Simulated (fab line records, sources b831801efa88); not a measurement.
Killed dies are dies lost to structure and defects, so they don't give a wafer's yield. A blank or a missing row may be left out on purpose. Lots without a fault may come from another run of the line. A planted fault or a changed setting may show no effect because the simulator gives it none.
Problem report in the 8D (eight disciplines) form, filled by code | flow gf180mcu | the parts of the form that need people (team, actions taken, sign-off) are left out

1. THE PROBLEM
PASSIVATION_CVD_00_THK at GF_PASSIVATION_THK_MEAS_01 reads a mean of 1088 nm on 1 wafer of 1 lot; wafers without a fault read 1002 nm with a standard deviation of 11. That is +7.8 standard deviations from the usual mean.
First seen on wafer L180.1, day 31 07:02, on film_metro-03. The record holds 33 wafers of 11 lots with a number at this step. Rule for "out", or "out of limits": more than 4 standard deviations from the usual mean. The other wafers with a number count as sound.

2. WHAT IT IS AND WHAT IT IS NOT
question                    | is                     | is not
which readings at this step | PASSIVATION_CVD_00_THK | -
which lots                  | L180                   | L171, L173, L182, L183, L186, L187, L189, L190, L192, L193
which wafers of those lots  | L180.1                 | L180.2, L180.6
read on which gauges        | film_metro-03          | film_metro-01, film_metro-04
when                        | from day 31 07:02      | up to then (8 sound wafers); but 24 sound wafers of L182, L183, L186, L187, L189, L190, L192, L193 came after

3. SUSPECTS, AND WHAT RULES EACH OUT
Counting: a tool at a process step up to the reading stays a suspect if it ran every lot that is out. Sound lots after the first of them don't rule it out here, since some wafers of a struck lot are sound.
- the gauge at GF_PASSIVATION_THK_MEAS_01: ruled out. All the wafers that are out were read on film_metro-03, but those of them that GF_PASSIVATION_CVD_00 has rows for are out there too, on other tools.
- pvd_sputter-04 at GF_TOP_METAL_SPUTTER_00 (material Ti, target thk 37.5 nm, time 150 s): kept. It ran the lot that is out, L180 (day 30 11:53); its last sound lot up to then is L173 (day 28 05:12).
- pvd_sputter-04 at GF_TOP_METAL_SPUTTER_02 (material AlCu, target thk 900 nm, time 47.82 s): kept. It ran the lot that is out, L180 (day 30 12:01); its last sound lot up to then is L173 (day 28 05:20).
- pecvd-04 at GF_PASSIVATION_CVD_00 (deposits SiO2 from TEOS, target thk 1000 nm, time 111.95 s): kept. It ran the lot that is out, L180 (day 31 06:58); its last sound lot up to then is L173 (day 29 01:35). Its own readings are out on those wafers: run_length_s.
- Within pecvd-04 at GF_PASSIVATION_CVD_00: the wafers that are out ran in chamber 0; their sound lot-mates ran in chambers 1, 2.
Left after counting: pvd_sputter-04 at GF_TOP_METAL_SPUTTER_00, pvd_sputter-04 at GF_TOP_METAL_SPUTTER_02, pecvd-04 at GF_PASSIVATION_CVD_00.

4. THE CAUSE (what the simulator had put in)
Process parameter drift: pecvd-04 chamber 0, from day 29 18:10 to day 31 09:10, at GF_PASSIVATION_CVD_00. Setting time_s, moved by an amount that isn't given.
Counting left 3 suspects, and this tool is among them.

5. THE CHAIN OF EFFECTS, in route order
Each row: a reading whose mean over the struck wafers that have a number lies more than 3 standard deviations from the usual. Only readings for which the record gives a usual standard deviation are gone through. hours: the time from each lot's start at the first step in this table that gives one to its start at this step, as a median over the lots. sigmas: the change in usual standard deviations.
hours | step                       | reading                | usual      | on struck wafers | change | sigmas
0     | GF_PASSIVATION_CVD_00      | run_length_s           | 139.9 s    | 150.7            | +10.8  | +24
0     | GF_PASSIVATION_THK_MEAS_01 | PASSIVATION_CVD_00_THK | 1002 nm    | 1088             | +86    | +7.8
17    | GF_PASSIVATION_ETCH_11     | oes_product_au         | 0.963 a.u. | 0.986            | +0.023 | +3.5
The process steps in it:
- GF_PASSIVATION_CVD_00: deposits SiO2 from TEOS, target thk 1000 nm, time 111.95 s.
- GF_PASSIVATION_ETCH_11: etches the open film in CF4/O2, stops on TiN, target depth 1800 nm, time 400 s.
Later measuring or inspecting steps at which every struck wafer that the step has a row for has a number for every such reading, and none has moved that far: GF_PASSIVATION_THK_MEAS_03.

6. WHAT WOULD HAVE CAUGHT IT SOONER
In this record the first reading out of limits at a measuring or inspecting step was taken at day 31 07:02, 37 hours after the fault began at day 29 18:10.
The tool's own readings at GF_PASSIVATION_CVD_00 were out on every struck wafer that the step has a row for (run_length_s): an alarm limit on them would have fired on the first of those.
All the lots that are out (1) had begun GF_PASSIVATION_CVD_00 on pecvd-04 by day 31 07:02. A hold on the tool at that time would have spared none of them.
